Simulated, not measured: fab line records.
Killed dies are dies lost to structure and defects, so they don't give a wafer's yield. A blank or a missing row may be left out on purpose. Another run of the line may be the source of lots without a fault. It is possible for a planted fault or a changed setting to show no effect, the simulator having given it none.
Matching of chambers :: flow gf180mcu :: GF_POLY_GATE_ETCH_13 on rie si-01: 4 sister chambers
The step etches poly-Si in HBr/Cl2, stops on SiO2, target depth 198.5 nm, time 69.6 s. 4 wafers are shown with their chamber, then 7 later ones without.

## EACH WAFER AND ITS CHAMBER
wafer: L130.1
chamber: 3
drypump motor current A (A): 6.6

wafer: L130.2
chamber: 1
drypump motor current A (A): 6.2

wafer: L136.1
chamber: 2
drypump motor current A (A): 5.5

wafer: L136.3
chamber: 0
drypump motor current A (A): 5.9

## WAFERS MISSING THEIR CHAMBER
wafer: L136.4
drypump motor current A (A): 6.6

wafer: L137.1
drypump motor current A (A): 6.2

wafer: L137.4
drypump motor current A (A): 5.5

wafer: L137.6
drypump motor current A (A): 5.5

wafer: L138.1
drypump motor current A (A): 5.5

wafer: L138.2
drypump motor current A (A): 5.9

wafer: L138.3
drypump motor current A (A): 6.5

## THE CHAMBER EACH PASSED THROUGH
wafer: L136.4
from the rows above: 3
in truth: 3

wafer: L137.1
from the rows above: 1
in truth: 1

wafer: L137.4
from the rows above: 2
in truth: 2

wafer: L137.6
from the rows above: 2
in truth: 2

wafer: L138.1
from the rows above: 2
in truth: 2

wafer: L138.2
from the rows above: 0
in truth: 0

wafer: L138.3
from the rows above: 3
in truth: 3
7 of 7 placed correctly. From these rows, 0 cannot be placed. Wrongly placed: 0.
How it was worked out, from the rows above alone: a wafer's distance from a chamber is the root of the sum, over the readings, of the square of ((its reading less the chamber's mean) divided by the reading's scatter). The wafer belongs to the nearest chamber; if the next one is less than 2 further off, it can't be placed. The mean given for a chamber averages the wafers shown for that chamber. The scatter (one wafer shown for each chamber): square how far every hidden wafer sits from the nearest shown wafer, average those squares and take the square root.
